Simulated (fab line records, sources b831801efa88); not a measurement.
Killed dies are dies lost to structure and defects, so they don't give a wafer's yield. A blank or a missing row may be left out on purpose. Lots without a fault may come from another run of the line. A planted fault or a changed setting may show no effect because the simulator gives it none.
A struck lot beside a sound one | flow gf180mcu | 17 steps out of a route of 602
Sound: wafers L726.1, L726.2, L726.6. Struck: wafer L737.2. (L737.4, L737.6 of the same lot were not struck and are left out.) The cause comes at the end.
At each step with rows: each side's tool, then ch and its chambers, then its first start. Under that, the readings that differ: sound wafers | struck wafers | difference of the means | sigmas: that difference in standard deviations of wafers without a fault.
alike: readings whose means differ by less than 2 such deviations, and words and numbers that are the same on both sides. not compared: withheld readings, readings that some wafer has no value for, bounds like >300 that may hide the same value, and numbers for which the record gives no deviation and whose values overlap.
The two part at a step that has a row with sigmas, a row that says differs or no value, or rows on one side only. Numbers that don't overlap but have no deviation are shown without sigmas and don't part them. A reading that every wafer of one side lacks parts them only if that side has two wafers or more.

first, 3 steps without rows for these wafers: GF_V1_EXPOSE_11 (exposes mask Via1, target cd 260 nm); GF_V1_PEB_12 (peb time 90 s); GF_V1_DEVELOP_13 (develop time 60 s).
GF_V1_CD_MEAS_14: target cd 260 nm.
  sound on cd_sem-02, day 21 21:17; struck on cd_sem-01, day 25 09:39
  alike: cd_nm
GF_V1_OVL_MEAS_15:
  sound on overlay-02, day 21 21:24; struck on overlay-02, day 25 09:45
  alike: V1_OVL
GF_V1_ETCH_16: etches BARC in N2/H2.
  sound on rie_diel-04 ch 0,2,3, day 21 21:26; struck on rie_diel-02 ch 3, day 25 09:47
  alike: drypump_motor_current_A, h2_flow_sccm, oes_product_au, throttle_valve_pct
GF_V1_ETCH_17: etches SiO2 in C4F8/O2/Ar, stops on TiN, target depth 630 nm.
  sound on rie_diel-04 ch 0,2,3; struck on rie_diel-02 ch 3
  alike: oes_product_au
GF_V1_STRIP_18: strips in O2/N2.
  sound on plasma_asher-04 ch 0,1, day 21 21:34; struck on plasma_asher-01 ch 1, day 25 09:55
  alike: drypump_motor_current_A, heater_power_w, oes_product_au
  not compared: rf_hours_counter_h
then, 2 steps without rows for these wafers: GF_V1_STRIP_19 (strips in post etch residue remover, time 1200 s); GF_V1_CLEAN_20 (cleans in DIW).
GF_V1_SPUTTER_21: material Ti, target thk 15 nm, time 80.02 s.
  sound on pvd_sputter-02, day 21 22:06; struck on pvd_sputter-04, day 25 10:29
  alike: cathode_dc_power_W, throttle_valve_pct
GF_V1_SPUTTER_22: material TiN, target thk 10 nm, time 40 s.
  sound on pvd_sputter-02, day 21 22:10; struck on pvd_sputter-04, day 25 10:32
  alike: cathode_dc_power_W, throttle_valve_pct
GF_V1_CVD_23: deposits W, target thk 350 nm, time 105.05 s.
  sound on cvd_w-01 ch 0,1, day 21 22:12; struck on cvd_w-01 ch 0, day 25 10:35
  reading                          | sound           | struck | difference | sigmas
  model.W_of_V1_CVD_23.thk_nm (nm) | 346.4 357 347.7 | 478.4  | +128.0     |
  alike: chamber_pressure_Torr, heater_power_w
GF_V1_RS_MEAS_24: measures by four-point-probe.
  sound on film_metro-02, day 21 22:19; struck on film_metro-03, day 25 11:00
  reading          | sound             | struck | difference | sigmas
  V1_W_RS (ohm/sq) | 0.330 0.321 0.329 | 0.239  | -0.088     | -15
  not compared: hold
GF_V1_THK_MEAS_25: measures by xrf.
  sound on film_metro-02, day 21 22:26; struck on film_metro-03, day 25 14:14
  reading       | sound       | struck | difference | sigmas
  V1_W_THK (nm) | 335 343 336 | 482    | +144       | +14
  not compared: hold
GF_V1_CMP_26: polishes, stops on SiO2, t overpolish 15 s, target thk 0 nm.
  sound on cmp-02 ch 1,2,3, day 21 22:40; struck on cmp-02 ch 0, day 25 16:27
  reading                | sound    | struck                   | difference                   | sigmas
  hold                   | - - -    | await_dispo/2.2h/release | no value on the sound wafers |
  time_to_endpoint_s (s) | 84 87 86 | 111                      | +25                          | +6
  alike: motor_current_A
then, 1 step without rows for these wafers: GF_M2_SPUTTER_00 (material Ti, target thk 37.5 nm, time 150 s).

WHERE THEY PART
First at GF_V1_RS_MEAS_24; last, within this record, at GF_V1_CMP_26.

WHY: what the simulator had put in
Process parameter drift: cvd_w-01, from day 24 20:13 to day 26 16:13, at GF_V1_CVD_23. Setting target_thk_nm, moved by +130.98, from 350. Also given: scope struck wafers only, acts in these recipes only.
